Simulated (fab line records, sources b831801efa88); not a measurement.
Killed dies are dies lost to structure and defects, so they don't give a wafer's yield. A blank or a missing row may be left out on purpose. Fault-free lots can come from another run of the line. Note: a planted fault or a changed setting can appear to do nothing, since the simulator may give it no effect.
A single fault, viewed from 2 desks | flow sky130 | each desk has only its own numbers; what lay behind them comes last

## AT THE METROLOGY DESK
Means of the sampled wafers that have a number, per lot and without regard to the tool the lot ran on: this is what the gauges read. Any lot whose mean is over 4 standard deviations away from the usual mean is out of limits and marked OUT; that distance is given in the brackets.
Columns: A = CAP2M_TIN_THK at SKY_CAP2M_THK_MEAS_04, usual 199.5 nm; B = VIA4_HDPCVD_THK at SKY_VIA4_THK_MEAS_01, usual 1737 nm
lot  | first seen here | A     | B
L201 | day 41 06:42    | 199.2 | 1267 (-25) OUT
L203 | day 41 21:10    | 200.2 | 1274 (-24) OUT
L204 | day 41 23:23    | 200.9 | 1276 (-24) OUT
L209 | day 43 14:43    | 201.6 | 1727
L213 | day 44 07:43    | 195.9 | 1739
L214 | day 44 15:56    | 201.7 | 1773
L215 | day 44 16:08    | 196.7 | 1740
L216 | day 45 08:31    | 199.5 | 1726
L217 | day 45 13:09    | 198.7 | 1746
L218 | day 45 17:28    | 199.5 | 1749
L219 | day 45 22:13    | 197.3 | 1730
L220 | day 46 01:43    | 203.4 | 1726
This desk finds L201, L203, L204 out of limits, with the earliest case on L201 at day 43 06:25 (VIA4_HDPCVD_THK at SKY_VIA4_THK_MEAS_01). L209, L213, L214, L215, L216, L217, L218, L219, L220 stayed within limits.

## FOR THE TOOL OWNER'S DESK: hdpcvd-02
The tool's own readings at SKY_VIA4_HDPCVD_00 (deposits SiO2, target thk 1750 nm, time 291.7 s): means of the sampled wafers that have a number, for each lot that ran on this tool. Any lot whose mean is over 4 standard deviations away from the usual mean is out of limits and marked OUT; that distance is given in the brackets.
Columns: A = pressure mtorr at SKY_VIA4_HDPCVD_00, usual 6.000 mTorr; B = run length s at SKY_VIA4_HDPCVD_00, usual 319.5 s; C = sih4 flow sccm at SKY_VIA4_HDPCVD_00, usual 60.02 sccm
lot  | first seen here | A     | B                       | C
L201 | day 43 06:14    | 6.014 | 242.1 (-99 or more) OUT | 59.97
L203 | day 43 19:53    | 5.983 | 242.2 (-99 or more) OUT | 60.21
L204 | day 43 22:57    | 6.004 | 241.9 (-99 or more) OUT | 59.85
L215 | day 46 12:31    | 6.010 | 319.8                   | 59.95
L216 | day 47 02:16    | 6.003 | 319.7                   | 59.96
L220 | day 47 19:32    | 6.006 | 319.7                   | 59.98
This desk's finding: out of limits on L201, L203, L204; first on L201, day 43 06:14 (run length s at SKY_VIA4_HDPCVD_00). L215, L216, L220 stayed within limits.

## PUT TOGETHER
An alarm could have come from the tool owner's desk at day 43 06:14, on L201, L203, L204.
Metrology desk: alarm possible at day 43 06:25 on L201, L203, L204.
Every lot named ran SKY_VIA4_HDPCVD_00 on hdpcvd-02.

## WHAT HAD BEEN PUT IN BY THE SIMULATOR
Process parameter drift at SKY_VIA4_HDPCVD_00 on hdpcvd-02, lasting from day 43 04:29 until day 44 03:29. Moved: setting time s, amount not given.
Lots struck among those shown: L201, L203, L204.
Hours from the fault's start to each desk's first reading out of limits: the tool owner's desk, 2; the metrology desk, 2.
